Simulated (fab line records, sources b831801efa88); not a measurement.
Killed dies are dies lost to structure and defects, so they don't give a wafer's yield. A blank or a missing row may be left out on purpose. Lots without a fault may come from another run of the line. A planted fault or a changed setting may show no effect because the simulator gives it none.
fab line records | flow sky130
record lots=5 wafers=15 last_day=50
route steps=708 shown SPACER@306 POLY_CUT@307 PAD_OPEN@708
lots that met no fault: from a run of the same line without faults
start_h: hours from the record's first day to the start of the lot's first wafer shown | wait_h: hours since the lot's step before | " the same as in the row above | L1.1+2: a row that stands for several wafers | - no value, or no start given | * or withheld: withheld | < > ~ a bound
route shown NAME@n: a module of which the file shows steps, and the number in the route of the first | usual: mean/standard deviation of fault-free wafers | same: alike in all rows | chamber/n: place in a boat | sites: the reading at each site | _std_site: their standard deviation | _edge_site: outer sites' mean less inner sites' | radius_mm: how far each site lies from the wafer's centre | mask NAME#n: copy n | behind: the tool/chamber that last shaped the wafer | hold: why the lot was held/for how many hours/how that ended | device: the transistor (n, p or np) that didn't switch | end of line: the same wafers' tests at the end of the route | a step without rows: its recipe alone | killed: dies lost to structure and defects at the first sort, not the wafer's yield | map: a wafer's dies, x killed, . not, _ none there
set.NAME: the setting as run; set.NAME@STEP: as run at that earlier step | model.NAME: the simulator's own value behind a step, which no gauge read
lots at some steps of the route; a table a step, a row a wafer
services: from which hour (start_h, from the record's first day; less than 0 if before it) a tool's chamber was out of use, for how many hours, and why
## steps
# step SKY_SPACER_ETCHBACK_02
# recipe chemistry=CH3F/O2 target=Si3N4 stop_on=SiO2 source_w=400 bias_w=80 pressure_mtorr=25 ch3f_flow_sccm=40 O2_flow_sccm=30 time_s=46.7 target_depth_a=450
# usual drypump_motor_current_A=6.0/0.5 oes_product_au=0.853/0.0065 throttle_valve_pct=10.562/0.0085
# columns lot.wafer tool chamber start_h wait_h drypump_motor_current_A oes_product_au rf_hours_counter_h throttle_valve_pct
L386.1 rie_diel-04 1 584.83 0.1 6.6 0.848 39 10.559
L386.3 " 2 " " 6.3 0.847 36 10.567
L386.5 " 3 " " 5.2 0.862 - 10.568
L388.1 rie_diel-02 2 595.01 0.1 5.9 0.855 14 10.556
L388.4 " 2 " " 5.9 0.855 - 10.570
L388.5 " 0 " " 6.2 0.856 - 10.564
L390.2 rie_diel-01 3 620.91 0.0 5.7 0.846 4 10.568
L390.4 " 2 " " 6.4 0.838 6 10.549
L390.6 " 2 " " 6.4 0.840 - 10.563
L400.2 rie_diel-04 1 692.58 0.0 6.5 0.853 42 10.578
L400.3 " 2 " " 6.3 0.856 38 10.561
L400.5 " 1 " " 6.5 0.863 - 10.564
L403.2 rie_diel-01 3 717.16 0.0 5.7 0.856 5 10.542
L403.4 " 0 " " 5.3 0.859 - 10.567
L403.6 " 3 " " 5.7 0.852 - 10.552
# step SKY_POLY_CUT_DEHYDRATE_00
# recipe temp_c=200 time_s=60
# step SKY_POLY_CUT_HMDS_01
# recipe prime_time_s=60 prime_temp_c=120
# step SKY_POLY_CUT_COAT_02
# recipe resist=BARC temp_c=withheld time_s=withheld spin_rpm=3000 resist_thk_nm=60
# step SKY_POLY_CUT_COAT_03
# recipe resist=KrF-thick spin_rpm=3000 resist_thk_nm=450
# step SKY_POLY_CUT_SOFTBAKE_04
# recipe temp_c=100 time_s=90 resist=KrF-thick
# step SKY_POLY_CUT_EXPOSE_05
# recipe mask_id=NPCM na=0.8 source_shape=annular sigma_inner=0.55 sigma_outer=0.85 target_cd_nm=270 dose_mj=32
# step SKY_POLY_CUT_PEB_06
# recipe peb_temp_c=withheld peb_time_s=withheld resist=KrF-thick
# step SKY_POLY_CUT_DEVELOP_07
# recipe develop_time_s=60 resist=KrF-thick dev_temp_c=21
# step SKY_POLY_CUT_CD_MEAS_08
# recipe target_cd_nm=270
# usual cd_nm=270.0/1.5
# columns lot.wafer tool chamber start_h wait_h cd_nm
L386.1 cd_sem-01 - 614.39 - 269.9
L386.3 " - " " 270.1
L386.5 " - " " 270.4
L388.1 cd_sem-01 - 623.59 - 270.1
L388.4 " - " " 270.4
L388.5 " - " " 271.4
L390.2 cd_sem-01 - 650.29 - 267.9
L390.4 " - " " 269.8
L390.6 " - " " 269.1
L400.2 cd_sem-02 - 720.41 - 271.1
L400.3 " - " " 271.9
L400.5 " - " " 270.3
L403.2 cd_sem-02 - 744.46 - 271.2
L403.4 " - " " 272.5
L403.6 " - " " 271.8
# step SKY_POLY_CUT_OVL_MEAS_09
# usual POLY_CUT_OVL=2/5.1
# columns lot.wafer tool chamber start_h wait_h POLY_CUT_OVL[nm]
L386.1 overlay-02 - 614.51 0.1 2
L386.3 " - " " 5
L386.5 " - " " 9
L388.1 overlay-02 - 623.71 0.1 6
L388.4 " - " " 8
L388.5 " - " " 8
L390.2 overlay-02 - 650.39 0.1 -4
L390.4 " - " " -5
L390.6 " - " " -1
L400.2 overlay-01 - 720.51 0.1 3
L400.3 " - " " 2
L400.5 " - " " 5
L403.2 overlay-02 - 744.57 0.1 -4
L403.4 " - " " 2
L403.6 " - " " -7
# step SKY_POLY_CUT_ETCH_10
# recipe chemistry=N2/H2 target=BARC ion_energy_ev=200 source_w=500 bias_w=100 pressure_mtorr=30 n2_flow_sccm=100 h2_flow_sccm=200 stop_on=SiO2 time_s=45.9 target_depth_a=600
# usual drypump_motor_current_A=6.0/0.46 oes_product_au=0.855/0.0051 run_length_s=74.0/0.43 throttle_valve_pct=13.225/0.0099
# columns lot.wafer tool chamber start_h wait_h drypump_motor_current_A oes_product_au rf_hours_counter_h run_length_s throttle_valve_pct
L386.1 rie_diel-04 1 614.54 0.0 6.5 0.853 40 73.9 13.210
L386.3 " 0 " " 5.9 0.858 11 73.6 13.227
L386.5 " 1 " " 6.5 0.860 - 73.8 13.212
L388.1 rie_diel-03 3 623.74 0.0 5.9 0.851 11 73.7 13.242
L388.4 " 0 " " 5.8 0.863 - 73.5 13.232
L388.5 " 2 " " 5.6 0.854 - 73.9 13.221
L390.2 rie_diel-01 3 650.42 0.0 5.7 0.854 4 74.7 13.225
L390.4 " 2 " " 6.4 0.864 7 74.0 13.228
L390.6 " 0 " " 5.3 0.863 - 74.4 13.225
L400.2 rie_diel-03 1 720.54 0.0 6.3 0.857 2 74.2 13.211
L400.3 " 0 " " 5.8 0.845 16 73.1 13.203
L400.5 " 2 " " 5.6 0.856 - 73.9 13.212
L403.2 rie_diel-04 2 744.60 0.0 6.3 0.852 40 74.4 13.204
L403.4 " 1 " " 6.6 0.855 43 73.7 13.221
L403.6 " 2 " " 6.2 0.861 - 74.1 13.235
# step SKY_POLY_CUT_ETCH_11
# recipe target=Si3N4 chemistry=CF4/CH2F2/Ar stop_on=poly-Si source_w=600 bias_w=150 pressure_mtorr=40 cf4_flow_sccm=40 ch2f2_flow_sccm=20 Ar_flow_sccm=150 time_s=42.5 target_depth_a=600
# usual drypump_motor_current_A=6.0/0.46 oes_product_au=0.829/0.006 run_length_s=70.6/0.42 throttle_valve_pct=14.996/0.0099
# columns lot.wafer tool chamber start_h wait_h drypump_motor_current_A oes_product_au rf_hours_counter_h run_length_s throttle_valve_pct model.POLY_CUT.feature_depth_nm model.poly-Si_of_POLY_GATE_CVD_00.thk_nm
L386.1 rie_diel-04 1 614.58 0.0 6.6 0.830 40 70.5 15.001 62.38 179.7
L386.3 " 0 " " 5.9 0.816 11 70.1 15.001 61.45 179.4
L386.5 " 1 " " 6.5 0.837 - 70.5 14.996 62.4 180
L388.1 rie_diel-03 3 623.78 0.0 5.9 0.823 11 70.2 14.993 61.59 178.3
L388.4 " 0 " " 5.9 0.828 - 69.9 14.993 62.04 179.9
L388.5 " 2 " " 5.6 0.822 - 70.8 14.985 61.97 179.4
L390.2 rie_diel-01 3 650.47 0.0 5.7 0.822 4 70.8 14.995 62.45 179.9
L390.4 " 2 " " 6.4 0.828 7 70.3 15.007 62.21 179.7
L390.6 " 0 " " 5.4 0.838 - 70.9 15.017 62.39 179.2
L400.2 rie_diel-03 1 720.58 0.0 6.3 0.737 2 81.1 14.994 65.07 177.6
L400.3 " 0 " " 5.8 0.834 16 69.7 14.993 61.76 179.9
L400.5 " 2 " " 5.6 0.827 - 71.3 14.999 61.73 181
L403.2 rie_diel-04 2 744.64 0.0 6.3 0.831 40 70.8 15.000 62.01 181.2
L403.4 " 1 " " 6.5 0.824 43 70.4 15.007 61.84 180.1
L403.6 " 2 " " 6.2 0.838 - 70.8 15.005 62.13 181
# step SKY_POLY_CUT_STRIP_12
# recipe chemistry=O2/N2 power_w=1400 pressure_mtorr=1500 platen_temp_c=withheld o2_flow_sccm=3000 n2_flow_sccm=300 overash_fraction=0.5
# usual drypump_motor_current_A=5.7/0.46 oes_product_au=0.452/0.0044 strip_time_to_endpoint_s=5.360/0.019
# columns lot.wafer tool chamber start_h wait_h drypump_motor_current_A oes_product_au rf_hours_counter_h strip_time_to_endpoint_s
L386.1 plasma_asher-03 0 614.62 0.0 6.1 0.459 88 5.373
L386.3 " 0 " " 6.1 0.449 - 5.364
L386.5 " 0 " " 6.1 0.450 - 5.383
L388.1 plasma_asher-04 0 623.82 0.0 5.0 0.451 84 5.329
L388.4 " 1 " " 5.4 0.460 - 5.323
L388.5 " 0 " " 5.0 0.445 - 5.325
L390.2 plasma_asher-03 0 650.51 0.0 6.1 0.459 92 5.375
L390.4 " 1 " " 6.4 0.455 - 5.374
L390.6 " 1 " " 6.4 0.451 - 5.364
L400.2 plasma_asher-04 0 720.62 0.0 5.0 0.457 95 5.342
L400.3 " 0 " " 5.0 0.454 - 5.381
L400.5 " 0 " " 5.0 0.447 - 5.370
L403.2 plasma_asher-02 0 744.68 0.0 5.5 0.447 25 5.342
L403.4 " 1 " " 5.6 0.452 - 5.316
L403.6 " 0 " " 5.5 0.457 - 5.311
# step SKY_PAD_OPEN_PROBE_99
# usual killed_at_M0_to_M3=43/7.3 killed_at_M4_up=3.1/1.8 killed_at_contacts=24/5.4 killed_at_front_end=15/4.1 killed_at_other=0.2/0.52 killed_dies=86/10 killed_open=47/7.3 killed_short=39/6.4
# same gross_dies=492 killed_at_back_side=0
# columns lot.wafer tool chamber start_h wait_h killed_at_M0_to_M3 killed_at_M4_up killed_at_contacts killed_at_front_end killed_at_other killed_dies killed_open killed_short
L386.1 prober-01 - 1116.31 0.1 46 3 16 29 1 95 45 49
L386.3 prober-01 - 1116.41 0.2 56 0 21 15 1 93 46 47
L386.5 prober-01 - 1116.51 0.2 43 6 17 23 2 91 48 42
L388.1 prober-01 - 1121.55 0.1 46 1 21 7 1 76 45 30
L388.4 prober-01 - 1121.70 0.2 44 5 19 12 0 80 34 46
L388.5 prober-01 - 1121.75 0.2 38 5 11 14 0 68 40 28
L390.2 prober-01 - 1137.35 0.1 55 4 23 17 0 99 58 41
L390.4 prober-01 - 1137.45 0.2 39 8 24 15 0 86 45 41
L390.6 prober-01 - 1137.55 0.2 37 3 24 15 0 79 44 35
# killed by level:class
L386.1 VIA1:geometric_particle:open=12 FIELD_ISO:geometric_particle:short=8 POLY_GATE:geometric_particle:open=6 METAL2:geometric_particle:short=6 VIA3:geometric_particle:open=6 FIELD_ISO:geometric_particle:open=5 CONTACT:geometric_particle:open=5 VIA1:geometric_particle:short=5
L386.3 VIA1:geometric_particle:open=13 METAL2:geometric_particle:short=10 METAL1:geometric_particle:short=7 LI_CONTACT:geometric_particle:open=7 VIA1:geometric_particle:short=7 VIA2:geometric_particle:open=6 POLY_GATE:geometric_particle:open=5 POLY_GATE:geometric_particle:short=4
L386.5 VIA1:geometric_particle:open=12 FIELD_ISO:geometric_particle:short=8 CONTACT:geometric_particle:open=7 VIA1:geometric_particle:short=6 POLY_GATE:geometric_particle:short=5 POLY_GATE:geometric_particle:open=5 VIA3:geometric_particle:open=5 METAL4:geometric_particle:short=5
L388.1 CONTACT:geometric_particle:open=12 VIA1:geometric_particle:open=9 LI_CONTACT:geometric_particle:open=6 VIA1:geometric_particle:short=6 METAL2:geometric_particle:short=5 VIA2:geometric_particle:open=5 METAL3:geometric_particle:short=4 VIA3:geometric_particle:open=4
L388.4 VIA1:geometric_particle:open=13 POLY_GATE:geometric_particle:short=6 VIA1:geometric_particle:short=6 LOCAL_INTERCONNECT:geometric_particle:short=5 CONTACT:geometric_particle:open=5 VIA3:geometric_particle:open=5 LI_CONTACT:geometric_particle:open=4 METAL1:geometric_particle:short=4
L388.5 VIA1:geometric_particle:open=9 VIA3:geometric_particle:open=9 VIA2:geometric_particle:open=6 VIA3:geometric_particle:short=5 LI_CONTACT:geometric_particle:open=5 CONTACT:geometric_particle:open=4 METAL4:geometric_particle:short=4 FIELD_ISO:geometric_particle:short=3
L390.2 VIA1:geometric_particle:open=11 CONTACT:geometric_particle:open=8 VIA3:geometric_particle:open=8 METAL2:geometric_particle:short=7 VIA2:geometric_particle:open=7 POLY_GATE:geometric_particle:open=6 LI_CONTACT:geometric_particle:open=6 FIELD_ISO:geometric_particle:open=4
L390.4 VIA1:geometric_particle:open=11 CONTACT:geometric_particle:open=9 METAL4:geometric_particle:short=7 CONTACT:geometric_particle:short=7 FIELD_ISO:geometric_particle:open=6 LI_CONTACT:geometric_particle:open=6 METAL2:geometric_particle:short=6 VIA1:geometric_particle:short=5
L390.6 VIA1:geometric_particle:open=10 CONTACT:geometric_particle:open=7 LI_CONTACT:geometric_particle:open=6 METAL1:geometric_particle:short=5 VIA3:geometric_particle:open=5 FIELD_ISO:geometric_particle:open=4 CONTACT:geometric_particle:short=4 VIA1:geometric_particle:short=4
## services
# columns tool chamber start_h hours kind
rie_diel-03 - 561.02 1.2 repair
rie_diel-02 1 563.98 8.9 repair
rie_diel-02 3 566.14 76.6 repair
rie_diel-02 2 575.67 2.5 repair
rie_diel-03 3 579.93 2.8 repair
rie_diel-02 1 590.20 6.4 repair
rie_diel-01 0 591.12 3.1 repair
plasma_asher-03 - 621.64 1.5 repair
rie_diel-03 1 623.51 12.2 repair
plasma_asher-02 - 644.63 14.6 pm
rie_diel-02 2 644.73 7.4 repair
rie_diel-04 - 651.60 2.8 pm
rie_diel-04 3 669.40 - clean
rie_diel-04 3 669.40 17.6 scheduled_down
rie_diel-04 3 669.40 17.6 vent_cycle
plasma_asher-03 - 679.74 5.6 repair
rie_diel-04 - 682.41 0.2 repair
rie_diel-02 3 705.50 5.7 repair
plasma_asher-04 - 723.76 2.8 pm
rie_diel-02 2 726.20 3.8 repair
plasma_asher-03 - 733.75 9.0 pm
rie_diel-04 3 738.49 3.1 repair
rie_diel-01 - 742.60 1.7 repair
rie_diel-03 1 742.87 23.5 repair
## key
first_sign step=SKY_POLY_CUT_ETCH_11 reading=run_length_s direction=up sigmas=25 usual=* struck=*
effect step=SKY_POLY_CUT_ETCH_11 reading=oes_product_au direction=down sigmas=15 usual=0.829 struck=0.737
model_effect step=SKY_POLY_CUT_ETCH_11 value=POLY_CUT.feature_depth_nm without=61.71 struck=65.07
met_at SKY_POLY_CUT_ETCH_11
struck_wafers L400.2
tester_left_out L400
fault kind=process_parameter_drift tool=rie_diel-03 chamber=1 onset_h=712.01 steps=SKY_POLY_CUT_ETCH_11 channel=time_s offset=* shape=step end_h=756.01 acts_in=* stated=*
# tester_left_out: of these lots the tester's yield and bins aren't shown, on N5 and GAA mostly nor the transistor test; their killed dies are dies lost to structure and defects alone, not to doping, threshold or leakage, so they don't give the yield
